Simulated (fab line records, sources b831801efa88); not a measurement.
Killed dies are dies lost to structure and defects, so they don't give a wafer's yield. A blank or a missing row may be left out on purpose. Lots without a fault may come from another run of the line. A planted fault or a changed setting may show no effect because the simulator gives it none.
One fault seen from 2 desks | flow gf180mcu | each desk has only its own numbers; what lay behind them comes last

THE TOOL OWNER'S DESK: pvd_sputter-03
The tool's own readings at GF_TOP_METAL_SPUTTER_02 (material AlCu, target thk 900 nm, time 47.82 s): means of the sampled wafers that have a number, for each lot that ran on this tool. A lot is out of limits, marked OUT, if its mean lies more than 4 standard deviations from the usual mean; the brackets give that distance.
Columns: A = throttle_valve_pct at GF_TOP_METAL_SPUTTER_02, usual 29.7 %
lot  | first seen here | A
L311 | day 27 12:16    | 29.6
L325 | day 31 07:05    | 29.7
L326 | day 31 22:21    | 29.8
This desk's finding: nothing out of limits on any of the 3 lots.

THE METROLOGY DESK
What the gauges read, lot by lot, whatever tool the lot ran on: means of the sampled wafers that have a number. A lot is out of limits, marked OUT, if its mean lies more than 4 standard deviations from the usual mean; the brackets give that distance.
Columns: A = V5_W_RS at GF_V5_RS_MEAS_24, usual 0.327 ohm/sq; B = V5_W_THK at GF_V5_THK_MEAS_25, usual 344 nm; C = TOP_METAL_ALCU_RS at GF_TOP_METAL_RS_MEAS_05, usual 0.03275 ohm/sq; D = TOP_METAL_ALCU_THK at GF_TOP_METAL_THK_MEAS_06, usual 915 nm
lot  | first seen here | A     | B   | C                  | D
L311 | day 27 11:41    | 0.324 | 347 | 0.03297            | 910
L313 | day 28 08:09    | 0.327 | 341 | 0.03227            | 923
L325 | day 31 06:29    | 0.327 | 343 | 0.03602 (+12) OUT  | 836 (-11) OUT
L326 | day 31 21:05    | 0.329 | 341 | 0.03416 (+5.2) OUT | 881 (-4.6) OUT
L329 | day 32 13:51    | 0.328 | 344 | 0.03283            | 915
L332 | day 33 05:50    | 0.327 | 344 | 0.03290            | 912
This desk's finding: out of limits on L325, L326; first on L325, day 31 07:11 (TOP_METAL_ALCU_RS at GF_TOP_METAL_RS_MEAS_05). In limits: L311, L313, L329, L332.

PUT TOGETHER
The metrology desk could have raised an alarm at day 31 07:11, on L325, L326.
The tool owner's desk saw nothing out of limits.
The tool owner's desk has L325, L326 on record, within its limits.
Of the lots named, all ran GF_TOP_METAL_SPUTTER_02 on pvd_sputter-03.

WHAT THE SIMULATOR HAD PUT IN
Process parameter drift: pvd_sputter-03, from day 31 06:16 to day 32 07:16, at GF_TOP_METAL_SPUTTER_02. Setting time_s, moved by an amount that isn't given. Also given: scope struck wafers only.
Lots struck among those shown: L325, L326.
Hours from the fault's start to each desk's first reading out of limits: the metrology desk, 1.
